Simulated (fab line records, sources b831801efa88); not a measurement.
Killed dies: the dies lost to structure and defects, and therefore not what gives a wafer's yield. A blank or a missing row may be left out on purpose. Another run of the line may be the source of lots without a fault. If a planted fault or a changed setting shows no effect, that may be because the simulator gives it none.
8D (eight disciplines) problem report, filled in by code + flow sky130 + the parts of the form that need people (team, actions taken, sign-off) are left out

## 1. THE PROBLEM
Mean of killed_at_M0_to_M3 at SKY_PAD_OPEN_PROBE_99: 85 across 7 wafers in 3 lots; on wafers with no fault it is 43 (standard deviation 6.5). Relative to the usual mean, that is a shift of +6.5 standard deviations.
Seen first at day 48 21:10 on prober-01, wafer L237.1. At this step, 12 wafers from 4 lots have a number in the record. Rule for "out", or "out of limits": more than 4 standard deviations from the usual mean. All remaining wafers that have a number are taken as sound.

## 2. WHAT IT IS, AND WHAT IT ISN'T
| question                    | is                                                     | is not                                                                   |
|-----------------------------|--------------------------------------------------------|--------------------------------------------------------------------------|
| which readings at this step | killed_at_M0_to_M3                                     | killed_at_M4_up, killed-at-contacts, killed-at-front-end, killed-short   |
| which lots                  | L237, L239, L240                                       | L231                                                                     |
| which wafers of those lots  | L237.1, L237.3, L237.6, L239.3, L239.6, L240.1, L240.5 | L239.5, L240.6                                                           |
| read on which tools         | prober-01, prober-02                                   | -                                                                        |
| when                        | from day 48 21:10                                      | up to then (3 sound wafers); but 2 sound wafers of L239, L240 came after |

## 3. WHAT RULES OUT EACH SUSPECT
Counting: a tool at a process step up to the reading stays a suspect if it ran every lot that is out. Sound lots after the first of them don't rule it out here, since some wafers of a struck lot are sound.
- cvd-w-01 at SKY_VIA2_CVD_21 (deposits W, target thk 420 nm, time 126.4 s): kept. It ran every lot that is out, first L237 (day 40 06:08).
- cvd-w-01 at SKY_VIA4_CVD_18 (deposits W, target thk 505 nm, time 152.14 s): kept. Every lot that is out went through it, the first being L237 (day 46 05:49); the last sound lot it ran before that was L231 (day 44 23:07).
- The sound lot-mates ran in chamber 0 of cvd-w-01 at SKY_VIA2_CVD_21, but the wafers that are out ran in chamber 1.
Remaining after the count are cvd-w-01 at SKY_VIA2_CVD_21 and cvd-w-01 at SKY_VIA4_CVD_18.

## 4. THE CAUSE (what the simulator had put in)
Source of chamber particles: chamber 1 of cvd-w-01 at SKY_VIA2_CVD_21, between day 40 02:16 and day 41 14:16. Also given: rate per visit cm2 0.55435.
Counting left 2 suspects, and this tool is among them.

## 5. THE EFFECT CHAIN, in route order
Rows list readings where the struck wafers' mean (over those with a number) sits beyond 3 standard deviations from the usual. Only readings whose record carries a usual standard deviation are examined. hours: median over the lots of the time between each lot's start at the first step of this table that gives one and its start at this step. sigmas: the change, counted in usual standard deviations.
| hours | step                  | reading              | usual  | on struck wafers | change | sigmas |
|-------|-----------------------|----------------------|--------|------------------|--------|--------|
| 0     | SKY_PAD_OPEN_PROBE_99 | defect-limited-yield | 82.2 % | 73.9             | -8.3   | -4.4   |
| 0     | SKY_PAD_OPEN_PROBE_99 | killed_at_M0_to_M3   | 43     | 85               | +42    | +6.5   |
| 0     | SKY_PAD_OPEN_PROBE_99 | killed-dies          | 87     | 129              | +42    | +4.4   |
| 0     | SKY_PAD_OPEN_PROBE_99 | sort_bin_3_pad_short | 0.9 %  | 2.3              | +1.4   | +3.5   |
| 0     | SKY_PAD_OPEN_PROBE_99 | sort_bin_5_function  | 10.5 % | 16.3             | +5.8   | +4.1   |
| 0     | SKY_PAD_OPEN_PROBE_99 | sort-n-pass          | 405    | 363              | -42    | -4.4   |
| 0     | SKY_PAD_OPEN_PROBE_99 | sort-yield-pct       | 82.2 % | 73.9             | -8.3   | -4.4   |
The process steps in it:
- SKY_PAD_OPEN_PROBE_99

## 6. WHAT WOULD HAVE CAUGHT IT SOONER
211 hours passed between the start of the fault at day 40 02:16 and the first reading out of limits in this record, taken at day 48 21:10.
No tool reading at SKY_VIA2_CVD_21 that has a usual standard deviation in the record was out on any struck wafer, so an alarm limit of 4 standard deviations on those readings would not have fired.
Each of the lots that are out, 3 in all, had begun SKY_VIA2_CVD_21 on cvd-w-01 no later than day 48 21:10. Had the tool been put on hold then, not one of them would have been saved.
